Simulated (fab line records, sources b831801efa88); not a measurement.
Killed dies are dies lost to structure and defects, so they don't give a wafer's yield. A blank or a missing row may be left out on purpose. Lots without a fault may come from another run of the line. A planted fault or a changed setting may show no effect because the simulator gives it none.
A struck lot beside a sound one | flow gf180mcu | 16 steps out of a route of 602
Sound: wafers L347.3, L347.5, L347.6. Struck: wafers L360.2, L360.3, L360.5. The cause comes at the end.
At each step with rows: each side's tool, then ch and its chambers, then its first start. Under that, the readings that differ: sound wafers | struck wafers | difference of the means | sigmas: that difference in standard deviations of wafers without a fault.
alike: readings whose means differ by less than 2 such deviations, and words and numbers that are the same on both sides. not compared: withheld readings, readings that some wafer has no value for, bounds like >300 that may hide the same value, and numbers for which the record gives no deviation and whose values overlap.
The two part at a step that has a row with sigmas, a row that says differs or no value, or rows on one side only. Numbers that don't overlap but have no deviation are shown without sigmas and don't part them. A reading that every wafer of one side lacks parts them only if that side has two wafers or more.

first, 1 step without rows for these wafers: GF_MVSD_IMPLANT_09.
GF_MVSD_STRIP_10: strips in O2/N2.
  sound on plasma_asher-02 ch 0,1, day 4 17:02; struck on plasma_asher-02 ch 0,1, day 7 19:55
  alike: drypump_motor_current_A, heater_power_w, oes_product_au, strip_time_to_endpoint_s
  not compared: rf_hours_counter_h
GF_MVSD_TW_MEAS_11:
  sound on film_metro-04, day 4 17:07; struck on film_metro-01, day 7 20:02
  alike: MVSD_TW
then, 7 steps without rows for these wafers: GF_MVPSD_DEHYDRATE_00 (time 60 s); GF_MVPSD_HMDS_01 (prime time 60 s); GF_MVPSD_COAT_02 (resist thk 3000 nm); GF_MVPSD_SOFTBAKE_03; GF_MVPSD_EXPOSE_04 (exposes mask MVPSD, target cd 1000 nm); GF_MVPSD_PEB_05; GF_MVPSD_DEVELOP_06 (develop time 60 s).
GF_MVPSD_OVL_MEAS_07:
  sound on overlay-01, day 5 07:09; struck on overlay-01, day 8 12:02
  alike: MVPSD_OVL
then, 1 step without rows for these wafers: GF_MVPSD_IMPLANT_08.
GF_MVPSD_IMPLANT_09:
  sound on implanter-01 ch 0, day 5 07:23; struck on implanter-01 ch 0, day 8 12:14
  reading            | sound                         | struck                           | difference  | sigmas
  dose_ions_cm2      | 5.001e+12 4.991e+12 4.996e+12 | 5.3621e+13 5.3615e+13 5.3617e+13 | +4.8622e+13 | +99 or more
  faraday_current_uA | 28.9 28.8 28.5                | 299.8 306.7 316.4                | +278.9      | +99 or more
GF_MVPSD_STRIP_10: strips in O2/N2.
  sound on plasma_asher-02 ch 0,1, day 5 07:31; struck on plasma_asher-02 ch 0,1, day 8 12:22
  alike: drypump_motor_current_A, heater_power_w, oes_product_au, strip_time_to_endpoint_s
  not compared: rf_hours_counter_h
GF_MVPSD_TW_MEAS_11:
  sound on film_metro-01, day 5 07:36; struck on film_metro-01, day 8 12:42
  reading  | sound             | struck            | difference | sigmas
  MVPSD_TW | 554.9 554.3 554.6 | 753.9 751.5 756.8 | +199.5     | +91
  not compared: hold
GF_PASSIVATION_PROBE_99:
  the record has rows for the sound wafers here (prober-01, day 29 11:11) and none for the struck ones

WHERE THEY PART
First at GF_MVPSD_IMPLANT_09; last, within this record, at GF_PASSIVATION_PROBE_99.

WHY: what the simulator had put in
Process parameter drift: implanter-01, from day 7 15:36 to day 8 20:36, at GF_MVPSD_IMPLANT_09. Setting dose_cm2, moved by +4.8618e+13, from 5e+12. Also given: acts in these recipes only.
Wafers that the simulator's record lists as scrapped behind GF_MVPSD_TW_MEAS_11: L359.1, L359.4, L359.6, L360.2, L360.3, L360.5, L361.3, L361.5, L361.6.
